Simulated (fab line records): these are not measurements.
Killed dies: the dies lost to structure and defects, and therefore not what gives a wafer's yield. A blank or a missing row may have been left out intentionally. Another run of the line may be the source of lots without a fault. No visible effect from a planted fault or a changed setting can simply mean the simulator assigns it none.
A single fault, viewed from 2 desks    flow gf180mcu    only its own numbers are on each desk; what lay behind them is given at the end

## THE TOOL OWNER'S DESK: plasma_asher-02
The tool's own readings at GF_NSD_STRIP_11 (strips in O2/N2): means of the sampled wafers that have a number, for each lot that ran on this tool. If a lot's mean is further than 4 standard deviations from the usual mean, the lot is out of limits and carries the mark OUT (the distance appears in the brackets).
Columns: A = drypump_motor_current_A at GF_NSD_STRIP_11, usual 5.5 A; B = heater_power_w at GF_NSD_STRIP_11, usual 330 W; C = oes_product_au at GF_NSD_STRIP_11, usual 0.487 a.u.; D = strip_time_to_endpoint_s at GF_NSD_STRIP_11, usual 22.96 s
lot   first seen here  A    B    C                D
L741  day 14 17:21     5.3  323  0.488            22.99
L743  day 15 11:27     5.4  331  0.487            22.96
L745  day 16 16:29     5.3  321  0.579 (+19) OUT  -
L754  day 19 10:08     5.4  321  0.486            23.00
L757  day 20 07:21     5.5  321  0.484            22.99
L758  day 20 15:03     5.5  324  0.490            22.98
This desk's verdict: out of limits on L745, starting with L745 at day 16 16:29 (oes_product_au at GF_NSD_STRIP_11). L741, L743, L754, L757, L758: within limits.

## FROM THE METROLOGY DESK
Lot by lot, what the gauges showed, no matter which tool ran the lot: averages of those sampled wafers that carry a number. If a lot's mean is further than 4 standard deviations from the usual mean, the lot is out of limits and carries the mark OUT (the distance appears in the brackets).
Columns: A = HV_LDD_02_OVL at GF_HV_LDD_OVL_MEAS_32, usual -0.3 nm; B = PSD_OVL at GF_PSD_OVL_MEAS_08, usual 0.7 nm; C = PSD_TW at GF_PSD_TW_MEAS_11, usual 3164
lot   first seen here  A     B     C
L739  day 12 04:55     0.3   -0.4  3197
L740  day 12 10:58     1.1   0.2   3185
L741  day 12 22:37     -0.0  0.9   3164
L743  day 13 14:55     -0.1  2.1   3141
L744  day 13 22:13     0.7   -0.9  3190
L745  day 14 16:43     0.3   -0.9  30 (-99 or more) OUT
L748  day 15 13:25     0.1   -0.1  3136
L750  day 16 03:34     0.2   -1.3  3131
L753  day 16 21:43     -0.1  -1.2  3174
L754  day 17 05:37     -1.7  0.5   3175
L757  day 18 01:13     -0.3  1.5   3183
L756  day 18 01:31     0.5   5.2   3140
L758  day 18 10:31     0.4   0.4   3198
This desk reports L745 out of limits; the earliest was L745 at day 17 15:13 (PSD_TW at GF_PSD_TW_MEAS_11). L739, L740, L741, L743, L744, L748, L750, L753, L754, L757, L756, L758: within limits.

## PUT TOGETHER
An alarm could have come from the tool owner's desk at day 16 16:29, on L745.
L745 would have let the metrology desk raise an alarm at day 17 15:13.
All the named lots went through GF_NSD_STRIP_11 on plasma_asher-02.

## WHAT HAD BEEN PUT IN BY THE SIMULATOR
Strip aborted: plasma_asher-02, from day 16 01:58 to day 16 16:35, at GF_NSD_STRIP_11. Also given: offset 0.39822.
Struck lots among those shown: L745.
Hours from the fault's start to each desk's first reading out of limits: the tool owner's desk, 15; the metrology desk, 37.
